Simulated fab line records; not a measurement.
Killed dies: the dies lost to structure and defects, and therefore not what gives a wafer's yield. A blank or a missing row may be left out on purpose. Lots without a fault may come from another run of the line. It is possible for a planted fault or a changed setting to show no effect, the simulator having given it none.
The tool behind it: which one?    flow sky130    at 1 step of a route of 708, 6 lots with 18 wafers sampled

WHAT THE GAUGES READ, wafer by wafer
SKY_SD_N_TW_MEAS_12.
lot   measured      on             SD_N_TW
L819  day 28 02:29  film_metro-01  4013 4013 4016
L821  day 29 03:22  film_metro-01  4013 4023 4019
L824  day 30 04:52  film_metro-03  3990 3957 3955
L829  day 31 18:52  film_metro-04  3981 3991 3992
L837  day 34 06:17  film_metro-04  3990 4009 3984
L840  day 35 05:25  film_metro-03  4025 4008 4026

EACH LOT AND THE TOOL THAT RAN IT (in order: tool; ch and the chambers of the sampled wafers; start)
Before these readings, the record contains no process step.

THE ANSWER, worked out from the rows above alone
Rule: usual is defined by the lots themselves. The widest of any qualifying gaps counts: lots, ordered by their means at a reading, are off when they make up no more than a third of the lots, leave a main group of 4 or more, and stand apart from it by 3 or more times the standard deviation of that group's means. If all means in a main group match to the digits the tables above print for the reading, that group is not used. Also off: a lot with no number at a reading for which 4 or more lots have one. Where the step has rows for the other lots, those lots are counted as sound.
No lot is off on any of the readings shown, so nothing can be concluded from this.

WHAT THE SIMULATOR PUT IN
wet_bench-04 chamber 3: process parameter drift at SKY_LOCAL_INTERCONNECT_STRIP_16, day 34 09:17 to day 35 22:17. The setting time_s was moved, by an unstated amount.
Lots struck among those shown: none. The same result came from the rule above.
